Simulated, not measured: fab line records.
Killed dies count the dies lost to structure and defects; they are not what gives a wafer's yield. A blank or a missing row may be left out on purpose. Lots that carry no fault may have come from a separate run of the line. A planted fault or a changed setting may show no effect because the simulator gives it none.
Struck lot and sound lot, side by side :: flow sky130 :: 18 steps out of a route of 708
Sound: wafers L976.1, L976.2, L976.5. Struck: wafers L985.1, L985.6. (L985.2 of the same lot was not struck and is left out.) The cause comes at the end.
Per side, at each step with rows, come the tool, then ch with its chambers, and then its first start. Under that, the readings that differ: sound wafers :: struck wafers :: difference of the means :: sigmas: that difference in standard deviations of wafers without a fault.
alike: readings whose means differ by less than 2 such deviations, and words and numbers that are the same on both sides. not compared: withheld readings, readings that some wafer has no value for, bounds like >300 that may hide the same value, and numbers for which the record gives no deviation and whose values overlap.
A row with sigmas, a row that says differs or no value, or rows on one side alone: a step with any of these is where the two part. Numbers that don't overlap but have no deviation are shown without sigmas and don't part them. Lack of a reading on every wafer of one side parts them only where that side has two or more wafers.

first, 3 steps without rows for these wafers: SKY_VIA1_EXPOSE_09 (exposes mask VIM, target cd 150 nm); SKY_VIA1_PEB_10; SKY_VIA1_DEVELOP_11 (develop time 60 s).
SKY_VIA1_CD_MEAS_12 targets a cd of 150 nm.
  struck on cd_sem-01, day 40 16:05; sound on cd_sem-01, day 37 13:40
  alike: cd_nm
SKY_VIA1_OVL_MEAS_13:
  struck on overlay-02, day 40 16:12; sound on overlay-01, day 37 13:47
reading: VIA1_OVL (nm)
sound: -3 3 5
struck: 11 11
difference: +9
sigmas: +2
SKY_VIA1_ETCH_14: etches BARC in N2/H2, stops on SiO2, time 45.9 s, target depth 60 nm.
  sound on rie_diel-03 ch 1,2,3, day 37 13:49; struck on rie_diel-01 ch 1,2, day 40 16:14
  alike: drypump_motor_current_A, n2_flow_sccm, oes_product_au, rf_fwd_power_W, throttle_valve_pct
  not compared: rf_hours_counter_h
SKY_VIA1_ETCH_15: etches SiO2 in C4F8/O2/Ar, stops on TiN, target depth 351 nm, time 54 s.
  sound on rie_diel-03 ch 1,2,3, day 37 13:51; struck on rie_diel-01 ch 1,2, day 40 16:17
  alike: oes_product_au, rf_fwd_power_W
  not compared: rf_hours_counter_h
SKY_VIA1_STRIP_16: strips in O2/N2.
  sound on plasma_asher-02 ch 0,1, day 37 13:54; struck on plasma_asher-01 ch 0,1, day 40 16:20
reading: drypump_motor_current_A (A)
sound: 5.3 5.0 5.3
struck: 5.8 6.8
difference: +1.1
sigmas: +2
  alike: n2_flow_sccm, oes_product_au, strip_time_to_endpoint_s
  not compared: rf_hours_counter_h
then, 3 steps without rows for these wafers: SKY_VIA1_STRIP_17 (strips in post etch residue remover, time 1200 s); SKY_VIA1_CLEAN_18 (cleans in IPA, time 180 s); SKY_VIA1_CLEAN_19 (cleans in O3/DIW).
SKY_VIA1_SPUTTER_20: material TiN, target thk 20 nm, time 80 s.
  struck on pvd_sputter-03, day 40 16:58; sound on pvd_sputter-03, day 37 14:30
  alike: throttle_valve_pct
SKY_VIA1_CVD_21: deposits W, target thk 270 nm, time 80.902 s.
  sound on cvd_w-02 ch 0,1, day 37 14:34; struck on cvd_w-02 ch 1, day 40 17:01
reading: model.W_of_VIA1_CVD_21.thk_nm (nm)
sound: 269.7 268.8 271.5
struck: 344.8 349.4
difference: +77.1
sigmas: 
  alike: heater_power_w, susceptor_temp_C
SKY_VIA1_RS_MEAS_22: measures by four-point-probe.
  struck on film_metro-04, day 40 17:24; sound on film_metro-04, day 37 14:39
reading: VIA1_W_RS (ohm/sq)
sound: 0.428 0.427 0.424
struck: 0.333 0.328
difference: -0.096
sigmas: -19
  not compared: hold
SKY_VIA1_THK_MEAS_23: measures by xrf.
  struck on film_metro-04, day 40 19:31; sound on film_metro-04, day 37 14:46
reading: VIA1_W_THK (nm)
sound: 275 275 279
struck: 356 361
difference: +82
sigmas: +20
  not compared: hold
SKY_VIA1_CMP_24: polishes, stops on SiO2, t overpolish 15 s, target thk 0 nm.
  sound on cmp-02 ch 0,1, day 37 14:50; struck on cmp-02 ch 1,2, day 40 22:22
reading: hold
sound: - - -
struck: await_dispo/2.7h/release await_dispo/2.7h/release
difference: no value on the sound wafers
sigmas: 

reading: time_to_endpoint_s (s)
sound: 66.8 66.0 66.7
struck: 79.4 82.7
difference: +14.6
sigmas: +5
  alike: motor_current_A
SKY_METAL2_SPUTTER_00: material Ti, target thk 15 nm, time 10 s.
  struck on pvd_sputter-01, day 40 22:37; sound on pvd_sputter-04, day 37 15:08
reading: throttle_valve_pct (%)
sound: 32.0 32.1 29.9
struck: 29.4 28.9
difference: -2.2
sigmas: -2
-- the record jumps here: 10 days lie between the struck wafers' starts before and after (it left off in module METAL2 and takes up again in module PAD_OPEN, whose first step shown is number 708 of the route) --
SKY_PAD_OPEN_PROBE_99:
  struck on prober-02, day 50 19:38; sound on prober-02, day 48 15:04
  alike: defect_limited_yield, killed_at_M0_to_M3, killed_at_M4_up, killed_at_contacts, killed_at_front_end, killed_at_other, killed_dies, killed_on_rim, killed_open, killed_short, sort_bin_3_pad_short, sort_bin_5_function, sort_bin_6_memory, sort_n_pass, sort_yield_pct

## WHERE THEY PART
Earliest at SKY_VIA1_OVL_MEAS_13; latest, in this record, at SKY_METAL2_SPUTTER_00. Later steps at which nothing parts them and some readings are alike: SKY_PAD_OPEN_PROBE_99.

WHY: whatever the simulator had introduced
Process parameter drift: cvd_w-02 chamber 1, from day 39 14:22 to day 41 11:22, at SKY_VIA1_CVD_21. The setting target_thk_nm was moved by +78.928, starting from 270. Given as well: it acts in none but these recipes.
